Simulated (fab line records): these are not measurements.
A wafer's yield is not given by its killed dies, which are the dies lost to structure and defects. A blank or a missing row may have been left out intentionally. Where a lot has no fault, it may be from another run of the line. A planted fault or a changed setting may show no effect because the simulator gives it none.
Which tool was responsible? | flow sky130 | 24 lots with 72 wafers sampled at 6 steps, on a route of 708 steps

WHAT EACH GAUGE READ, for each wafer
SKY_POLY_CUT_OVL_MEAS_09.
lot  | measured     | on         | POLY_CUT_OVL (nm)
L074 | day 24 01:46 | overlay-01 | -3 7 3
L075 | day 24 08:01 | overlay-01 | -1 -7 3
L076 | day 24 17:01 | overlay-01 | 2 6 4
L077 | day 25 04:35 | overlay-02 | 12 10 6
L078 | day 25 13:14 | overlay-01 | 4 -1 5
L079 | day 26 01:19 | overlay-02 | -2 -3 -4
L080 | day 26 02:31 | overlay-01 | -4 14 0
L081 | day 26 20:11 | overlay-02 | -7 6 -3
L082 | day 27 09:58 | overlay-02 | 6 -7 4
L083 | day 27 15:22 | overlay-01 | -1 -3 0
L084 | day 27 21:46 | overlay-01 | 2 -4 -5
L085 | day 28 01:28 | overlay-02 | 9 11 11
L086 | day 28 14:13 | overlay-02 | 3 9 3
L087 | day 28 23:43 | overlay-02 | 7 5 10
L088 | day 29 01:38 | overlay-02 | -10 -5 3
L089 | day 29 17:40 | overlay-01 | 11 10 4
L090 | day 29 21:25 | overlay-01 | 0 -5 10
L091 | day 30 06:01 | overlay-02 | 2 4 4
L092 | day 30 08:28 | overlay-02 | -3 -4 3
L094 | day 31 06:10 | overlay-02 | -1 3 -3
L093 | day 31 09:47 | overlay-02 | 5 5 -10
L095 | day 31 11:55 | overlay-01 | 8 -4 7
L096 | day 31 17:26 | overlay-02 | 5 -2 3
L097 | day 31 22:31 | overlay-02 | -3 2 0

SKY_VIA2_CD_MEAS_12 targets a cd of 200 nm.
lot  | measured     | on       | cdNm (nm)
L074 | day 36 05:01 | cdSem-02 | 200.3 199.8 199.7
L075 | day 36 09:28 | cdSem-01 | 201.8 201.2 202.1
L076 | day 36 18:32 | cdSem-02 | 202.3 200.3 201.9
L077 | day 37 00:59 | cdSem-02 | 198.5 198.4 198.9
L078 | day 37 10:53 | cdSem-02 | 203.4 201.4 201.0
L079 | day 37 21:47 | cdSem-02 | 197.2 196.6 195.8
L080 | day 37 23:59 | cdSem-01 | 204.3 202.6 202.4
L081 | day 38 12:37 | cdSem-02 | 199.1 199.5 199.1
L082 | day 39 03:10 | cdSem-01 | 199.8 201.5 199.5
L083 | day 39 06:26 | cdSem-02 | 200.0 199.2 199.9
L084 | day 39 13:35 | cdSem-02 | 199.5 199.7 199.2
L085 | day 39 16:19 | cdSem-02 | 200.2 200.5 199.3
L086 | day 40 03:34 | cdSem-02 | 200.1 201.0 200.2
L087 | day 40 10:16 | cdSem-01 | 201.1 201.0 201.7
L088 | day 40 12:19 | cdSem-02 | 201.1 202.1 201.0
L089 | day 41 01:08 | cdSem-02 | 199.8 199.4 199.9
L090 | day 41 05:38 | cdSem-02 | 198.9 198.9 200.4
L091 | day 41 13:07 | cdSem-02 | 200.7 200.8 200.3
L092 | day 41 16:13 | cdSem-02 | 197.9 198.1 198.3
L094 | day 42 09:44 | cdSem-01 | 202.7 202.7 203.3
L093 | day 42 12:07 | cdSem-02 | 201.4 200.5 199.8
L095 | day 42 13:24 | cdSem-01 | 198.6 197.9 198.5
L096 | day 42 18:54 | cdSem-02 | 198.7 198.1 200.2
L097 | day 43 00:23 | cdSem-01 | 201.6 200.7 201.0

SKY_PAD_OPEN_BOW_MEAS_13.
lot  | measured     | on           | PAD_OPEN_BOW (um)
L074 | day 45 16:16 | filmMetro-02 | 52 56 48
L075 | day 45 19:26 | filmMetro-04 | 59 48 58
L076 | day 46 01:58 | filmMetro-04 | 48 32 32
L077 | day 46 08:25 | filmMetro-03 | 55 59 50
L078 | day 46 14:23 | filmMetro-04 | 52 62 50
L079 | day 47 00:16 | filmMetro-02 | 41 41 49
L080 | day 47 03:16 | filmMetro-02 | 64 49 55
L081 | day 47 13:48 | filmMetro-03 | 66 57 62
L082 | day 47 23:41 | filmMetro-04 | 57 65 61
L083 | day 48 03:19 | filmMetro-04 | 27 37 49
L084 | day 48 07:35 | filmMetro-04 | 41 41 48
L085 | day 48 09:16 | filmMetro-04 | 34 49 35
L086 | day 48 19:42 | filmMetro-04 | 46 44 41
L087 | day 48 23:36 | filmMetro-04 | 53 28 33
L088 | day 49 03:49 | filmMetro-03 | 47 48 61
L089 | day 49 09:11 | filmMetro-03 | 69 48 65
L090 | day 49 13:55 | filmMetro-02 | 51 46 49
L091 | day 49 19:17 | filmMetro-02 | 48 53 65
L092 | day 49 21:41 | filmMetro-03 | 57 48 47
L094 | day 50 11:14 | filmMetro-04 | 43 45 47
L093 | day 50 13:33 | filmMetro-02 | 58 58 48
L095 | day 50 15:02 | filmMetro-02 | 51 47 39
L096 | day 50 17:59 | filmMetro-04 | 49 60 54
L097 | day 50 20:19 | filmMetro-04 | 50 47 50

TOOL THAT RAN EACH LOT (tool first, then ch and the chambers of the sampled wafers, then the start)
lot  | SKY_METAL3_SPUTTER_03       | SKY_PASSIVATION_ETCH_11           | SKY_PASSIVATION_STRIP_12
L074 | pvdSputter-02, day 36 06:40 | rieDiel-04 ch 1,2, day 44 16:20   | plasmaAsher-02 ch 0,1, day 44 16:27
L075 | pvdSputter-04, day 36 11:08 | rieDiel-01 ch 1,2,3, day 44 19:43 | plasmaAsher-02 ch 0,1, day 44 19:49
L076 | pvdSputter-04, day 36 20:09 | rieDiel-04 ch 0,2,3, day 45 02:44 | plasmaAsher-02 ch 0,1, day 45 02:51
L077 | pvdSputter-01, day 37 02:34 | rieDiel-04 ch 0,3, day 45 09:25   | plasmaAsher-03 ch 0,1, day 45 09:32
L078 | pvdSputter-01, day 37 12:30 | rieDiel-01 ch 0,1,3, day 45 15:46 | plasmaAsher-03 ch 0,1, day 45 15:55
L079 | pvdSputter-01, day 37 23:25 | rieDiel-04 ch 0,1,2, day 46 02:22 | plasmaAsher-02 ch 0,1, day 46 02:29
L080 | pvdSputter-01, day 38 01:35 | rieDiel-02 ch 0,1, day 46 05:07   | plasmaAsher-02 ch 0,1, day 46 05:13
L081 | pvdSputter-02, day 38 14:15 | rieDiel-04 ch 0,1, day 46 15:20   | plasmaAsher-03 ch 0,1, day 46 15:26
L082 | pvdSputter-04, day 39 04:45 | rieDiel-02 ch 0,2, day 47 01:58   | plasmaAsher-03 ch 0,1, day 47 02:04
L083 | pvdSputter-01, day 39 08:01 | rieDiel-01 ch 0,1,2, day 47 05:26 | plasmaAsher-02 ch 0,1, day 47 05:32
L084 | pvdSputter-01, day 39 15:11 | rieDiel-02 ch 1,2, day 47 09:46   | plasmaAsher-03 ch 0,1, day 47 09:52
L085 | pvdSputter-01, day 39 17:56 | rieDiel-04 ch 0,1,3, day 47 11:25 | plasmaAsher-01 ch 1, day 47 11:31
L086 | pvdSputter-01, day 40 05:13 | rieDiel-04 ch 0,2,3, day 47 23:17 | plasmaAsher-02 ch 0,1, day 47 23:23
L087 | pvdSputter-04, day 40 11:52 | rieDiel-01 ch 0,2,3, day 48 03:07 | plasmaAsher-02 ch 0,1, day 48 03:15
L088 | pvdSputter-04, day 40 16:17 | rieDiel-02 ch 2,3, day 48 07:14   | plasmaAsher-01 ch 0,1, day 48 07:21
L089 | pvdSputter-02, day 41 02:46 | rieDiel-02 ch 0,3, day 48 13:29   | plasmaAsher-03 ch 0,1, day 48 13:36
L090 | pvdSputter-04, day 41 07:14 | rieDiel-01 ch 0,3, day 48 18:11   | plasmaAsher-02 ch 0,1, day 48 18:18
L091 | pvdSputter-04, day 41 14:43 | rieDiel-02 ch 1,2,3, day 48 23:56 | plasmaAsher-03 ch 0,1, day 49 00:03
L092 | pvdSputter-04, day 41 17:50 | rieDiel-04 ch 1,2,3, day 49 02:31 | plasmaAsher-03 ch 0,1, day 49 02:37
L094 | pvdSputter-04, day 42 11:31 | rieDiel-04 ch 1,3, day 49 16:29   | plasmaAsher-01 ch 0,1, day 49 16:36
L093 | pvdSputter-04, day 42 13:41 | rieDiel-01 ch 1,2,3, day 49 18:30 | plasmaAsher-01 ch 0,1, day 49 18:35
L095 | pvdSputter-01, day 42 14:58 | rieDiel-02 ch 0,3, day 49 18:47   | plasmaAsher-03 ch 0,1, day 49 18:56
L096 | pvdSputter-04, day 42 20:29 | rieDiel-02 ch 0,1,3, day 49 23:00 | plasmaAsher-01 ch 0,1, day 49 23:05
L097 | pvdSputter-01, day 43 01:58 | rieDiel-02 ch 0,2,3, day 50 01:55 | plasmaAsher-02 ch 0,1, day 50 02:03
- SKY_METAL3_SPUTTER_03: material Ti, target thk 5 nm, time 3.3 s.
- SKY_PASSIVATION_ETCH_11: etches the open film in CF4/O2, stops on AlCu, target depth 725 nm, time 161.1 s.
- SKY_PASSIVATION_STRIP_12: strips in O2/N2.

AS READ BY THE TOOLS THEMSELVES (means over the sampled wafers that have a number; for cases with no such wafer, the mark the record gives instead)
SKY_METAL3_SPUTTER_03.
lot  | tool          | throttleValvePct (%)
L074 | pvdSputter-02 | 29.3
L075 | pvdSputter-04 | 30.0
L076 | pvdSputter-04 | 29.1
L077 | pvdSputter-01 | 30.2
L078 | pvdSputter-01 | 30.4
L079 | pvdSputter-01 | 30.3
L080 | pvdSputter-01 | 30.0
L081 | pvdSputter-02 | 30.6
L082 | pvdSputter-04 | 30.1
L083 | pvdSputter-01 | 29.8
L084 | pvdSputter-01 | 30.5
L085 | pvdSputter-01 | 30.1
L086 | pvdSputter-01 | 30.1
L087 | pvdSputter-04 | 29.1
L088 | pvdSputter-04 | 30.0
L089 | pvdSputter-02 | 30.0
L090 | pvdSputter-04 | 30.6
L091 | pvdSputter-04 | 30.1
L092 | pvdSputter-04 | 30.2
L094 | pvdSputter-04 | 30.7
L093 | pvdSputter-04 | 30.6
L095 | pvdSputter-01 | 29.8
L096 | pvdSputter-04 | 30.0
L097 | pvdSputter-01 | 30.0

SKY_PASSIVATION_ETCH_11.
lot  | tool       | drypumpMotorCurrentA (A) | oesProductAu (a.u.) | throttleValvePct (%)
L074 | rieDiel-04 | 5.5                      | 0.974               | 5.967
L075 | rieDiel-01 | 5.7                      | 0.967               | 5.954
L076 | rieDiel-04 | 5.4                      | 0.974               | 5.963
L077 | rieDiel-04 | 5.5                      | 0.978               | 5.959
L078 | rieDiel-01 | 5.7                      | 0.979               | 5.959
L079 | rieDiel-04 | 5.5                      | 0.973               | 5.953
L080 | rieDiel-02 | 5.5                      | 0.973               | 5.963
L081 | rieDiel-04 | 5.7                      | 0.975               | 5.966
L082 | rieDiel-02 | 5.3                      | 0.973               | 5.968
L083 | rieDiel-01 | 5.7                      | 0.980               | 5.959
L084 | rieDiel-02 | 5.8                      | 0.979               | 5.961
L085 | rieDiel-04 | 5.5                      | 0.974               | 5.965
L086 | rieDiel-04 | 5.3                      | 0.973               | 5.965
L087 | rieDiel-01 | 5.2                      | 0.970               | 5.963
L088 | rieDiel-02 | 5.6                      | 0.972               | 5.950
L089 | rieDiel-02 | 5.6                      | 0.980               | 5.967
L090 | rieDiel-01 | 5.2                      | 0.983               | 5.973
L091 | rieDiel-02 | 5.8                      | 0.975               | 5.963
L092 | rieDiel-04 | 5.3                      | 0.981               | 5.964
L094 | rieDiel-04 | 5.3                      | 0.976               | 5.967
L093 | rieDiel-01 | 5.7                      | 0.979               | 5.965
L095 | rieDiel-02 | 5.6                      | 0.974               | 5.966
L096 | rieDiel-02 | 5.7                      | 0.975               | 5.963
L097 | rieDiel-02 | 5.5                      | 0.977               | 5.965

SKY_PASSIVATION_STRIP_12.
lot  | tool           | drypumpMotorCurrentA (A) | n2FlowSccm (sccm) | oesProductAu (a.u.) | stripTimeToEndpointS (s)
L074 | plasmaAsher-02 | 5.7                      | 300.2             | 0.659               | 31.65
L075 | plasmaAsher-02 | 5.9                      | 299.2             | 0.661               | 31.58
L076 | plasmaAsher-02 | 5.7                      | 300.4             | 0.656               | 31.45
L077 | plasmaAsher-03 | 5.7                      | 298.6             | 0.663               | 31.58
L078 | plasmaAsher-03 | 5.7                      | 300.2             | 0.665               | 31.64
L079 | plasmaAsher-02 | 5.7                      | 299.8             | 0.661               | 31.53
L080 | plasmaAsher-02 | 5.7                      | 300.0             | 0.665               | 31.28
L081 | plasmaAsher-03 | 5.7                      | 299.8             | 0.662               | 31.51
L082 | plasmaAsher-03 | 5.9                      | 299.4             | 0.663               | 31.51
L083 | plasmaAsher-02 | 5.7                      | 300.5             | 0.664               | 31.39
L084 | plasmaAsher-03 | 5.7                      | 299.0             | 0.655               | 31.60
L085 | plasmaAsher-01 | 5.1                      | 298.6             | 0.667               | 31.49
L086 | plasmaAsher-02 | 5.7                      | 300.4             | 0.662               | 31.75
L087 | plasmaAsher-02 | 5.7                      | 299.3             | 0.666               | 31.34
L088 | plasmaAsher-01 | 5.3                      | 299.5             | 0.657               | 31.82
L089 | plasmaAsher-03 | 5.7                      | 299.9             | 0.658               | 31.40
L090 | plasmaAsher-02 | 5.7                      | 299.7             | 0.656               | 31.50
L091 | plasmaAsher-03 | 5.8                      | 299.4             | 0.661               | 31.68
L092 | plasmaAsher-03 | 5.7                      | 300.1             | 0.665               | 31.83
L094 | plasmaAsher-01 | 5.6                      | 299.4             | 0.663               | 31.68
L093 | plasmaAsher-01 | 5.4                      | 300.9             | 0.664               | 31.57
L095 | plasmaAsher-03 | 5.7                      | 301.1             | 0.659               | 31.87
L096 | plasmaAsher-01 | 5.6                      | 300.2             | 0.662               | 31.69
L097 | plasmaAsher-02 | 5.9                      | 299.6             | 0.659               | 31.60

THE ANSWER, worked out from the rows above alone
Rule: usual is defined by the lots themselves. Put in order of their means at a reading, lots are off if they are a third of the lots or fewer, leave a main group of 4 or more, and stand apart from it by a gap of 3 or more times the standard deviation of the main group's means; of several such gaps the widest counts. A main group whose means are all the same, to the digits that the tables above print for the reading, isn't used. A lot without any number at a reading at which 4 lots or more have one is off too. Any other lot the step has rows for is counted as sound. First the gauges in route order, then the tools' own readings, where a lot's mean is used as printed above. At the first step where some lot is off, the reading lying furthest off is the one used; lots without a number count as furthest.
Nothing can be told from this: no lot is off at any reading shown.

WHAT THE SIMULATOR PUT IN
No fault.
